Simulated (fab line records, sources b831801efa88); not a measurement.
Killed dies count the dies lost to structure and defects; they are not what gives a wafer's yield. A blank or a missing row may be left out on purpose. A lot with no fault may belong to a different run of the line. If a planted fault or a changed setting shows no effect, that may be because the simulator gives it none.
The tool behind it: which one? | flow sky130 | at 1 step of a route of 708, 12 lots with 36 wafers sampled

WHAT EACH GAUGE READ, for each wafer
SKY_VT_ADJUST_NCORE_OVL_MEAS_08.
lot  | measured     | on         | VT_ADJUST_NCORE_OVL (nm)
L075 | day 8 15:47  | overlay-02 | 1.1 -1.7 -0.3
L077 | day 10 05:58 | overlay-02 | 0.2 1.7 -0.9
L079 | day 10 12:41 | overlay-01 | -2.3 -2.3 -2.2
L080 | day 11 00:34 | overlay-01 | -3.1 -2.2 -2.5
L083 | day 11 22:23 | overlay-02 | 2.7 -0.6 1.7
L085 | day 11 23:02 | overlay-01 | 0.2 -1.2 0.3
L087 | day 13 01:35 | overlay-02 | 1.2 1.0 0.7
L089 | day 13 09:07 | overlay-01 | -2.3 -2.3 -0.9
L091 | day 13 18:22 | overlay-01 | -0.7 -2.4 -0.3
L093 | day 14 08:34 | overlay-02 | 1.7 -0.2 2.5
L095 | day 14 22:25 | overlay-01 | 0.0 1.8 -2.1
L097 | day 15 10:40 | overlay-02 | 0.6 1.2 0.0

EACH LOT AND THE TOOL THAT RAN IT (in order: tool; ch and the chambers of the sampled wafers; start)
Record: no process step prior to these readings.

THE ANSWER, worked out from the rows above alone
Rule: the usual values come from the lots themselves. Put in order of their means at a reading, lots are off if they are a third of the lots or fewer, leave a main group of 4 or more, and stand apart from it by a gap of 3 or more times the standard deviation of the main group's means; of several such gaps the widest counts. Not used: any main group whose means are identical at the precision the tables above print for the reading. A lot without any number at a reading at which 4 lots or more have one is off too. All remaining lots with rows at the step are treated as sound.
None of the lots is off at any reading shown; this tells nothing.

WHAT THE SIMULATOR HAD INSERTED
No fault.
